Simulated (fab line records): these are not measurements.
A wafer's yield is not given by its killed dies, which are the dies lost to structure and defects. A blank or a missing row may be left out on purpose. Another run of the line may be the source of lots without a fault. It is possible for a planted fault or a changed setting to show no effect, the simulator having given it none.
Matching of chambers | flow gf180mcu | GF_V1_CVD_02 on pecvd-04 has 3 sister chambers
The step deposits SiO2 from TEOS, target thk 850 nm, time 94.851 s. 24 wafers are shown with their chamber, then 12 later ones without.

EACH WAFER AND ITS CHAMBER
wafer  | chamber | heaterPowerW (W) | rfFwdPowerW (W)
L076.3 | 1       | 652              | 598.1
L076.5 | 2       | 570              | 597.4
L076.6 | 0       | 666              | 596.6
L078.1 | 2       | 592              | 596.5
L078.3 | 0       | 688              | 596.4
L078.5 | 0       | 709              | 593.9
L079.2 | 1       | 671              | 598.2
L079.4 | 2       | 599              | 599.1
L079.6 | 0       | 727              | 600.3
L081.1 | 2       | 572              | 593.0
L081.3 | 0       | 639              | 593.6
L081.5 | 1       | 562              | 597.6
L083.2 | 1       | 661              | 601.6
L083.3 | 0       | 704              | 596.2
L083.4 | 1       | 695              | 600.2
L086.2 | 2       | 616              | 598.0
L086.4 | 1       | 685              | 595.7
L086.5 | 0       | 595              | 593.0
L087.1 | 1       | 719              | 598.5
L087.2 | 0       | 734              | 595.2
L087.3 | 2       | 597              | 592.2
L088.1 | 2       | 524              | 593.9
L088.3 | 0       | 726              | 594.6
L088.4 | 2       | 577              | 592.2

SIGNATURES, as means of the wafers listed above
reading      | chamber 0 | chamber 1 | chamber 2 | scatter within a chamber
heaterPowerW | 687.56    | 663.57    | 580.88    | 42.4
rfFwdPowerW  | 595.533   | 598.557   | 595.288   | 2.33
Rule: for each reading, subtract the chamber's mean from the wafer's reading, divide by that reading's scatter and square the result; add these up over the readings and take the root, which gives the wafer's distance from the chamber. The wafer belongs to the nearest chamber; if the next one is less than 2 further off, it can't be placed. The scatter: the root of (the sum of the squares of (reading less its chamber's mean) over the shown wafers, divided by (wafers less chambers)).

WAFERS MISSING THEIR CHAMBER
wafer  | heaterPowerW (W) | rfFwdPowerW (W)
L091.1 | 634              | 596.4
L091.2 | 659              | 598.5
L091.3 | 559              | 595.8
L093.2 | 754              | 593.3
L093.3 | 600              | 592.2
L093.6 | 502              | 592.1
L094.3 | 719              | 595.6
L094.4 | 680              | 595.6
L094.6 | 498              | 596.2
L097.2 | 693              | 596.2
L097.4 | 710              | 598.9
L097.6 | 601              | 594.9

EACH ONE'S CHAMBER
wafer  | from the rows above          | in truth
L091.1 | can't be placed: 1 or 0 or 2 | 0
L091.2 | can't be placed: 1 or 0      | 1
L091.3 | 2                            | 2
L093.2 | can't be placed: 0 or 1      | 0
L093.3 | can't be placed: 2 or 0 or 1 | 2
L093.6 | 2                            | 2
L094.3 | can't be placed: 0 or 1      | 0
L094.4 | can't be placed: 0 or 1      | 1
L094.6 | 2                            | 2
L097.2 | can't be placed: 0 or 1      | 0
L097.4 | can't be placed: 1 or 0      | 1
L097.6 | can't be placed: 2 or 0 or 1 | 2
Correctly placed: 3 of 12. These rows do not allow placing 9 (true chamber among the candidates in 9). 0 placed wrongly.
